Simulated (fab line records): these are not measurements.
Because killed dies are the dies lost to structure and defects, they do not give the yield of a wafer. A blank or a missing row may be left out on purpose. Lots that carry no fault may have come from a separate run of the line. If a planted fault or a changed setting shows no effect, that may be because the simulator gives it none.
Struck lot and sound lot, side by side + flow sky130 + 16 out of 708 route steps
Sound: these wafers, L610.2, L610.3, L610.5. The struck wafers were L616.1, L616.3, L616.4. At the end, the cause is stated.
For every step that has rows: the tool of each side, followed by ch and its chambers, followed by its first start. Under that, the readings that differ: sound wafers + struck wafers + difference of the means + sigmas: that difference in standard deviations of wafers without a fault.
alike: a reading whose means differ by less than 2 such deviations, as well as words and numbers matching on both sides. not compared: withheld readings; readings where some wafer has no value; bounds like >300 that might hide an equal value; numbers whose values overlap and for which the record gives no deviation.
A row with sigmas, a row that says differs or no value, or rows on one side alone: a step with any of these is where the two part. Numbers that don't overlap but have no deviation are shown without sigmas and don't part them. A reading that every wafer of one side lacks parts them only if that side has two wafers or more.

first, 1 step without rows for these wafers: SKY_VIA4_HDPCVD_00 (deposits SiO2, target thk 1750 nm, time 291.7 s).
SKY_VIA4_THK_MEAS_01:
  sound on filmMetro-04, day 43 10:22; struck on filmMetro-01, day 44 15:24
| reading              | sound          | struck         | difference | sigmas |
|----------------------|----------------|----------------|------------|--------|
| VIA4_HDPCVD_THK (nm) | 1771 1756 1785 | 1755 1714 1696 | -49        | -2     |
SKY_VIA4_CMP_02: polishes SiO2.
  sound on cmp-01 ch 0,2, day 43 10:28; struck on cmp-02 ch 0,1,2, day 44 15:28
  alike: edgeZonePressureFrac, motorCurrentA
SKY_VIA4_BOW_MEAS_03:
  sound on filmMetro-03, day 43 10:44; struck on filmMetro-03, day 44 15:46
  alike: VIA4_BOW
then, 7 steps without rows for these wafers: SKY_VIA4_DEHYDRATE_04 (time 60 s); SKY_VIA4_HMDS_05 (prime time 60 s); SKY_VIA4_COAT_06 (resist thk 1140 nm); SKY_VIA4_SOFTBAKE_07 (time 60 s); SKY_VIA4_EXPOSE_08 (exposes mask VIM4, target cd 800 nm); SKY_VIA4_PEB_09; SKY_VIA4_DEVELOP_10 (develop time 60 s).
SKY_VIA4_OVL_MEAS_11:
  sound on overlay-01, day 44 09:36; struck on overlay-01, day 45 13:50
  alike: VIA4_OVL
SKY_VIA4_ETCH_12: etches SiO2 in C4F8/O2/Ar, stops on TiN, target depth 580 nm.
  sound on rieDiel-04 ch 0,1,3, day 44 09:38; struck on rieDiel-02 ch 0,1,3, day 45 13:52
  no value came back on the struck wafers for biasW (W), chamberPressureMTorr (mTorr), oesProductAu (a.u.); on the sound wafers biasW (W) reads 1196 1202 1199
| reading                                  | sound          | struck         | difference | sigmas |
|------------------------------------------|----------------|----------------|------------|--------|
| model.NOVOLAK_of_VIA4_COAT_06.thkNm (nm) | 1007 1014 1010 | 1140 1137 1138 | +128       |        |
SKY_VIA4_STRIP_13: strips in O2/N2.
  sound on plasmaAsher-01 ch 0,1, day 44 09:42; struck on plasmaAsher-01 ch 0,1, day 45 13:56
| reading                  | sound                | struck               | difference | sigmas |
|--------------------------|----------------------|----------------------|------------|--------|
| stripTimeToEndpointS (s) | 12.829 12.841 12.787 | 14.183 14.152 14.141 | +1.340     | +52    |
  alike: drypumpMotorCurrentA, oesProductAu
  not compared: rfHoursCounterH
then, 1 step without rows for these wafers: SKY_VIA4_STRIP_14 (strips in post etch residue remover, time 1200 s).
-- the record jumps here: 3 days lie between the struck wafers' starts before and after (it left off in module VIA4 and takes up again in module PAD_OPEN, whose first step shown is number 708 of the route) --
SKY_PAD_OPEN_PROBE_99:
  rows exist in the record for the struck wafers here (prober-02, day 48 08:25), but not for the sound ones

== WHERE THEY PART ==
First at SKY_VIA4_THK_MEAS_01; last, within this record, at SKY_PAD_OPEN_PROBE_99.

WHY: what the simulator had put in
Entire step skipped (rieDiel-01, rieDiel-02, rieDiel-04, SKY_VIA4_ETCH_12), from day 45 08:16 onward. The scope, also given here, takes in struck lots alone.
